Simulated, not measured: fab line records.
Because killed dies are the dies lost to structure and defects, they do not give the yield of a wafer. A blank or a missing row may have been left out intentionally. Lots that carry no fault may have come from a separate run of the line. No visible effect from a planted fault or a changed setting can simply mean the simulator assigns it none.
Matching of chambers    flow gf180mcu    pecvd-04 running GF_V2_CVD_02: 3 sister chambers
The step deposits SiO2 from TEOS, target thk 850 nm, time 94.851 s. 3 wafers are shown with their chamber, then 8 later ones without.

EACH WAFER AND ITS CHAMBER
wafer   chamber  heater power w (W)
L348.3  2        601
L348.5  0        664
L356.2  1        713

WAFERS MISSING THEIR CHAMBER
wafer   heater power w (W)
L356.3  749
L356.4  663
L357.2  645
L357.4  672
L357.6  692
L359.1  700
L359.3  731
L359.6  816

WHICH CHAMBER EACH WENT THROUGH
wafer   from the rows above           in truth
L356.3  can't be placed: 1 or 0       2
L356.4  can't be placed: 0 or 1 or 2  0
L357.2  can't be placed: 0 or 2 or 1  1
L357.4  can't be placed: 0 or 1 or 2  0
L357.6  can't be placed: 1 or 0 or 2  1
L359.1  can't be placed: 1 or 0       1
L359.3  can't be placed: 1 or 0       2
L359.6  can't be placed: 1 or 0       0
Correctly placed: 0 of 8. From these rows, 8 cannot be placed; in 6 the true chamber is one of the candidates. Placed wrongly: 0.
How it was worked out, from the rows above alone: a wafer's distance from a chamber is the root of the sum, over the readings, of the square of ((its reading less the chamber's mean) divided by the reading's scatter). The wafer belongs to the nearest chamber; if the next one is less than 2 further off, it can't be placed. The mean given for a chamber averages the wafers shown for that chamber. The scatter: root of mean squared gap, hidden wafer to nearest shown wafer, with one shown wafer a chamber.
